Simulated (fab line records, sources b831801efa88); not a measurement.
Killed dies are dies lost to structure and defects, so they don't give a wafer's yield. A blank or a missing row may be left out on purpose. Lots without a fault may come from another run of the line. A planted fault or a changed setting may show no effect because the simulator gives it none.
A struck lot beside a sound one | flow sky130 | 15 steps out of a route of 708
Sound: wafers L681.1, L681.3, L681.6. Struck: wafer L696.3. (L696.2 of the same lot was not struck and is left out.) The cause comes at the end.
At each step with rows: each side's tool, then ch and its chambers, then its first start. Under that, the readings that differ: sound wafers | struck wafers | difference of the means | sigmas: that difference in standard deviations of wafers without a fault.
alike: readings whose means differ by less than 2 such deviations, and words and numbers that are the same on both sides. not compared: withheld readings, readings that some wafer has no value for, bounds like >300 that may hide the same value, and numbers for which the record gives no deviation and whose values overlap.
The two part at a step that has a row with sigmas, a row that says differs or no value, or rows on one side only. Numbers that don't overlap but have no deviation are shown without sigmas and don't part them. A reading that every wafer of one side lacks parts them only if that side has two wafers or more.

SKY_NWELL_TW_MEAS_26:
  sound on film_metro-04, day 5 04:19; struck on film_metro-01, day 8 23:41
  alike: NWELL_2_TW
then, 1 step without rows for these wafers: SKY_NWELL_CLEAN_27 (cleans in SC1/SC2, time 150 s).
SKY_NWELL_RTA_28: time 30 s.
  sound on rtp_anneal-01 ch 0, day 5 04:26; struck on rtp_anneal-02 ch 0, day 8 23:49
  alike: lamp_power_pct, wafer_temp_C_max
SKY_NWELL_RS_MEAS_29: measures by four-point-probe.
  sound on film_metro-01, day 5 04:32; struck on film_metro-04, day 8 23:55
  reading           | sound             | struck | difference | sigmas
  NWELL_RS (ohm/sq) | 623.2 620.5 623.3 | 626.8  | +4.5       | +2
SKY_NWELL_RS_MEAS_31: measures by four-point-probe.
  sound on film_metro-01, day 5 04:46; struck on film_metro-04, day 9 00:09
  alike: PWDE_RS
then, 6 steps without rows for these wafers: SKY_VT_ADJUST_HVTP_DEHYDRATE_00 (time 60 s); SKY_VT_ADJUST_HVTP_HMDS_01 (prime time 60 s); SKY_VT_ADJUST_HVTP_COAT_02 (resist thk 1140 nm); SKY_VT_ADJUST_HVTP_SOFTBAKE_03 (time 60 s); SKY_VT_ADJUST_HVTP_EXPOSE_04 (exposes mask HVTPM, target cd 380 nm); SKY_VT_ADJUST_HVTP_PEB_05.
SKY_VT_ADJUST_HVTP_DEVELOP_06: develop time 60 s.
  sound on litho_track-02 ch 0, day 5 22:16; struck on litho_track-04 ch 0, day 9 21:41
  alike: exhaust_pa
SKY_VT_ADJUST_HVTP_CD_MEAS_07: target cd 380 nm.
  sound on cd_sem-02, day 5 22:25; struck on cd_sem-02, day 9 21:50
  reading    | sound             | struck | difference | sigmas
  cd_nm (nm) | 385.4 383.5 384.2 | 367.9  | -16.5      | -6
SKY_VT_ADJUST_HVTP_OVL_MEAS_08:
  sound on overlay-01, day 5 22:32; struck on overlay-02, day 9 21:56
  alike: VT_ADJUST_HVTP_OVL
-- the record jumps here: 39 days lie between the struck wafers' starts before and after (it left off in module VT_ADJUST_HVTP and takes up again in module PAD_OPEN, whose first step shown is number 708 of the route) --
SKY_PAD_OPEN_PROBE_99:
  sound on prober-02, day 45 15:40; struck on prober-02, day 49 09:16
  alike: killed_at_M0_to_M3, killed_at_M4_up, killed_at_contacts, killed_at_front_end, killed_at_other, killed_dies, killed_open, killed_short

WHERE THEY PART
First at SKY_NWELL_RS_MEAS_29; last, within this record, at SKY_VT_ADJUST_HVTP_CD_MEAS_07. Later steps at which nothing parts them and some readings are alike: SKY_VT_ADJUST_HVTP_OVL_MEAS_08, SKY_PAD_OPEN_PROBE_99.

WHY: what the simulator had put in
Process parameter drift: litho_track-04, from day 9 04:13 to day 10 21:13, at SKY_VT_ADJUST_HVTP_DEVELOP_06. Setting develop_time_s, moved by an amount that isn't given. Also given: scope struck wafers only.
